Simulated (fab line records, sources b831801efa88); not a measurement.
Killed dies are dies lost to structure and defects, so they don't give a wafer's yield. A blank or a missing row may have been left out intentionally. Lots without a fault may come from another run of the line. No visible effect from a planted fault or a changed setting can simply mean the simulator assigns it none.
Which tool is to blame?	flow sky130	24 lots, 72 wafers sampled, at 6 steps of a route of 708

WHAT THE GAUGES SHOWED, per wafer
SKY_CAPM_OVL_MEAS_12.
lot	measured	on	CAPM_OVL (nm)
L074	day 37 08:56	overlay-02	0.9 1.4 2.0
L075	day 37 13:26	overlay-02	-0.4 -0.4 -0.4
L076	day 37 23:32	overlay-01	0.2 2.7 1.5
L077	day 38 14:58	overlay-01	-1.1 -0.8 -0.1
L078	day 38 20:58	overlay-01	2.2 3.0 1.1
L079	day 39 04:01	overlay-02	-0.2 -1.0 -0.5
L080	day 39 13:51	overlay-01	0.5 2.0 1.4
L081	day 39 19:11	overlay-02	-1.5 -0.5 0.0
L082	day 40 05:35	overlay-02	1.8 1.4 1.1
L083	day 40 07:08	overlay-02	1.1 1.9 1.3
L084	day 40 14:22	overlay-02	-0.5 0.1 0.2
L086	day 41 02:29	overlay-01	0.1 -0.3 -1.1
L085	day 41 06:59	overlay-01	1.0 -0.3 0.5
L087	day 41 09:35	overlay-02	1.0 2.0 1.8
L088	day 41 14:53	overlay-01	1.3 2.1 2.7
L089	day 41 22:08	overlay-02	1.2 -1.1 -0.3
L090	day 42 00:14	overlay-02	-1.5 -1.2 -1.9
L091	day 42 14:21	overlay-01	2.1 -0.2 1.6
L092	day 42 17:16	overlay-02	2.4 1.6 2.1
L093	day 43 03:05	overlay-02	-2.2 -0.9 -1.0
L094	day 43 10:14	overlay-02	1.3 0.9 0.1
L095	day 43 11:48	overlay-02	0.7 -1.1 -1.3
L096	day 43 20:29	overlay-01	-0.5 0.4 1.2
L097	day 43 23:37	overlay-02	0.1 -0.3 0.5

SKY_CAP2M_OVL_MEAS_12.
lot	measured	on	CAP2M_OVL (nm)
L074	day 40 15:47	overlay-02	-0.4 -0.8 0.4
L075	day 40 18:14	overlay-02	-0.1 0.8 2.2
L076	day 41 09:18	overlay-02	1.2 0.6 0.5
L077	day 41 18:50	overlay-01	2.5 3.3 2.4
L078	day 42 01:13	overlay-01	2.6 2.0 1.5
L079	day 42 07:08	overlay-02	-0.4 -2.5 -1.3
L080	day 42 19:23	overlay-01	-0.3 0.4 -0.4
L081	day 42 22:58	overlay-02	-1.0 0.3 -0.5
L082	day 43 08:16	overlay-01	1.7 0.4 1.6
L083	day 43 10:48	overlay-01	-0.1 0.4 1.0
L084	day 43 16:34	overlay-01	1.3 1.8 0.1
L086	day 44 03:52	overlay-01	-0.3 -0.1 1.2
L085	day 44 07:14	overlay-02	2.0 -0.5 0.0
L087	day 44 10:49	overlay-02	0.3 -0.3 0.0
L088	day 44 15:38	overlay-02	-1.6 -1.7 -0.8
L089	day 44 23:28	overlay-02	3.1 1.0 0.0
L090	day 45 00:05	overlay-01	1.7 1.2 2.1
L091	day 45 12:36	overlay-02	-2.4 0.4 -2.0
L092	day 45 16:10	overlay-02	-1.4 -2.1 -1.9
L093	day 46 00:41	overlay-01	1.0 0.2 3.1
L094	day 46 06:55	overlay-01	0.8 1.1 -0.1
L095	day 46 08:21	overlay-01	-1.6 -0.7 -1.3
L096	day 46 16:28	overlay-01	0.8 1.5 0.5
L097	day 46 20:46	overlay-01	2.1 0.6 0.5

SKY_VIA4_RS_MEAS_19: measures by four-point-probe.
lot	measured	on	VIA4_W_RS (ohm/sq)
L074	day 42 18:29	filmMetro-04	0.2170 0.2186 0.2168
L075	day 42 21:36	filmMetro-01	0.2187 0.2192 0.2163
L076	day 43 10:38	filmMetro-04	0.2201 0.2197 0.2215
L077	day 43 20:25	filmMetro-02	0.2198 0.2197 0.2204
L078	day 44 01:15	filmMetro-02	0.2153 0.2140 0.2163
L079	day 44 07:59	filmMetro-04	0.2188 0.2200 0.2167
L080	day 44 19:32	filmMetro-02	0.2170 0.2156 0.2164
L081	day 44 22:35	filmMetro-01	0.2142 0.2180 0.2164
L082	day 45 06:59	filmMetro-04	0.2183 0.2208 0.2166
L083	day 45 10:31	filmMetro-01	0.2212 0.2168 0.2200
L084	day 45 16:31	filmMetro-02	0.2161 0.2200 0.2163
L086	day 46 02:14	filmMetro-02	0.2134 0.2140 0.2151
L085	day 46 04:43	filmMetro-02	0.2127 0.2141 0.2163
L087	day 46 08:49	filmMetro-04	0.2189 0.2166 0.2187
L088	day 46 13:05	filmMetro-02	0.2206 0.2200 0.2200
L089	day 46 19:53	filmMetro-04	0.2208 0.2208 0.2206
L090	day 46 21:04	filmMetro-02	0.2219 0.2199 0.2190
L091	day 47 09:08	filmMetro-04	0.2184 0.2175 0.2146
L092	day 47 11:48	filmMetro-02	0.2146 0.2127 0.2124
L093	day 47 19:19	filmMetro-02	0.2153 0.2162 0.2139
L094	day 48 02:02	filmMetro-01	0.2222 0.2209 0.2198
L095	day 48 03:01	filmMetro-02	0.2231 0.2229 0.2241
L096	day 48 11:37	filmMetro-04	0.2116 0.2132 0.2134
L097	day 48 14:56	filmMetro-02	0.2192 0.2202 0.2214

SKY_PASSIVATION_THK_MEAS_01.
lot	measured	on	PASSIVATION_CVD_00_THK (nm)
L074	day 43 18:54	filmMetro-03	88.9 91.2 90.9
L075	day 43 21:51	filmMetro-04	88.6 88.6 90.6
L076	day 44 10:46	filmMetro-03	90.3 90.5 91.1
L077	day 44 19:57	filmMetro-04	90.4 91.0 90.6
L078	day 45 01:35	filmMetro-01	90.7 92.5 90.5
L079	day 45 07:06	filmMetro-03	91.1 91.7 92.1
L080	day 45 18:17	filmMetro-04	91.6 92.4 91.4
L081	day 45 21:07	filmMetro-03	88.3 87.7 90.1
L082	day 46 05:23	filmMetro-04	89.7 90.0 90.8
L083	day 46 08:08	filmMetro-01	88.5 90.4 91.2
L084	day 46 14:36	filmMetro-01	90.8 90.8 91.1
L086	day 47 00:07	filmMetro-01	88.6 87.9 90.4
L085	day 47 02:59	filmMetro-04	88.6 88.1 89.3
L087	day 47 06:43	filmMetro-03	88.7 88.5 90.0
L088	day 47 10:35	filmMetro-04	88.4 89.2 90.9
L089	day 47 17:16	filmMetro-04	90.3 89.3 88.9
L090	day 47 18:44	filmMetro-03	87.9 88.0 90.8
L091	day 48 05:56	filmMetro-03	90.3 91.0 92.1
L092	day 48 09:26	filmMetro-04	89.3 90.5 89.0
L093	day 48 16:00	filmMetro-01	89.6 90.5 91.9
L094	day 48 21:55	filmMetro-04	88.1 90.2 87.8
L095	day 48 23:13	filmMetro-03	90.4 90.7 90.7
L096	day 49 07:46	filmMetro-04	87.3 87.8 89.1
L097	day 49 10:01	filmMetro-04	90.4 89.0 90.7

TOOL THAT RAN EACH LOT (tool first, then ch and the chambers of the sampled wafers, then the start)
lot	SKY_VIA3_CMP_02	SKY_CAP2M_SPUTTER_02
L074	cmp-02 ch 0,2,3, day 38 12:14	pvdSputter-04, day 39 15:20
L075	cmp-02 ch 0,2,3, day 38 16:53	pvdSputter-01, day 39 18:04
L076	cmp-02 ch 0,3, day 39 06:12	pvdSputter-01, day 40 08:40
L077	cmp-02 ch 0,2, day 39 16:25	pvdSputter-01, day 40 18:38
L078	cmp-01 ch 2,3, day 39 23:17	pvdSputter-04, day 41 01:38
L079	cmp-02 ch 1,2,3, day 40 05:25	pvdSputter-01, day 41 08:08
L080	cmp-02 ch 1,3, day 40 16:15	pvdSputter-04, day 41 19:49
L081	cmp-02 ch 1,2,3, day 40 21:46	pvdSputter-02, day 41 23:49
L082	cmp-02 ch 1,3, day 41 07:18	pvdSputter-01, day 42 08:52
L083	cmp-02 ch 2,3, day 41 10:11	pvdSputter-01, day 42 12:07
L084	cmp-02 ch 2,3, day 41 16:35	pvdSputter-01, day 42 17:53
L086	cmp-01 ch 1,2, day 42 04:08	pvdSputter-01, day 43 05:28
L085	cmp-02 ch 0,1, day 42 07:49	pvdSputter-02, day 43 09:23
L087	cmp-02 ch 2,3, day 42 11:11	pvdSputter-01, day 43 12:37
L088	cmp-01 ch 0,2,3, day 42 16:35	pvdSputter-02, day 43 17:22
L089	cmp-01 ch 0,1,3, day 42 23:26	pvdSputter-02, day 44 00:13
L090	cmp-02 ch 1,3, day 43 00:54	pvdSputter-01, day 44 01:47
L091	cmp-02 ch 0,2,3, day 43 14:47	pvdSputter-02, day 44 15:13
L092	cmp-02 ch 2,3, day 43 17:41	pvdSputter-02, day 44 18:38
L093	cmp-01 ch 0,1,3, day 44 03:58	pvdSputter-02, day 45 03:34
L094	cmp-02 ch 1,2,3, day 44 10:35	pvdSputter-02, day 45 10:25
L095	cmp-01 ch 0,2, day 44 11:47	pvdSputter-02, day 45 12:04
L096	cmp-02 ch 0,1,3, day 44 20:17	pvdSputter-01, day 45 19:57
L097	cmp-02 ch 1,2,3, day 45 01:01	pvdSputter-01, day 46 00:53
- SKY_VIA3_CMP_02: polishes SiO2.
- SKY_CAP2M_SPUTTER_02: material TiN, target thk 200 nm, time 166.7 s.

WHAT THE TOOLS THEMSELVES READ (means of the sampled wafers that have a number; where no wafer has one, the mark that the record gives instead)
SKY_VIA3_CMP_02.
lot	tool	motorCurrentA (A)
L074	cmp-02	13.1
L075	cmp-02	13.4
L076	cmp-02	13.0
L077	cmp-02	13.0
L078	cmp-01	11.9
L079	cmp-02	12.8
L080	cmp-02	12.1
L081	cmp-02	13.0
L082	cmp-02	12.4
L083	cmp-02	13.8
L084	cmp-02	14.1
L086	cmp-01	13.7
L085	cmp-02	12.3
L087	cmp-02	13.5
L088	cmp-01	12.6
L089	cmp-01	13.4
L090	cmp-02	13.5
L091	cmp-02	13.1
L092	cmp-02	13.7
L093	cmp-01	13.4
L094	cmp-02	12.9
L095	cmp-01	13.9
L096	cmp-02	13.1
L097	cmp-02	12.9

SKY_CAP2M_SPUTTER_02.
lot	tool	susceptorTempC (C)	throttleValvePct (%)
L074	pvdSputter-04	299.94	30.5
L075	pvdSputter-01	300.04	30.8
L076	pvdSputter-01	300.17	30.5
L077	pvdSputter-01	300.03	30.8
L078	pvdSputter-04	300.04	30.7
L079	pvdSputter-01	299.85	30.5
L080	pvdSputter-04	299.81	29.7
L081	pvdSputter-02	299.95	29.3
L082	pvdSputter-01	300.10	30.5
L083	pvdSputter-01	300.08	30.5
L084	pvdSputter-01	300.20	30.5
L086	pvdSputter-01	299.87	30.7
L085	pvdSputter-02	299.82	29.2
L087	pvdSputter-01	300.04	30.8
L088	pvdSputter-02	300.10	29.9
L089	pvdSputter-02	300.07	29.9
L090	pvdSputter-01	300.15	30.8
L091	pvdSputter-02	299.95	30.2
L092	pvdSputter-02	299.87	30.1
L093	pvdSputter-02	299.81	30.3
L094	pvdSputter-02	299.83	30.2
L095	pvdSputter-02	299.88	30.0
L096	pvdSputter-01	299.86	30.9
L097	pvdSputter-01	300.05	30.8

THE ANSWER, worked out from the rows above alone
Rule: the lots themselves supply what counts as usual. The widest of any qualifying gaps counts: lots, ordered by their means at a reading, are off when they make up no more than a third of the lots, leave a main group of 4 or more, and stand apart from it by 3 or more times the standard deviation of that group's means. Not used: any main group whose means are identical at the precision the tables above print for the reading. A lot without any number at a reading at which 4 lots or more have one is off too. Where the step has rows for the other lots, those lots are counted as sound. After the gauges, taken in route order, come the tools' own readings; for these a lot's mean is taken, as printed above. The first step at which some lot is off is used, and at that step the reading that is off furthest; a lot without a number counts as furthest.
Across all readings shown, no lot is off: no conclusion can be drawn from this.

WHAT WAS PUT IN BY THE SIMULATOR
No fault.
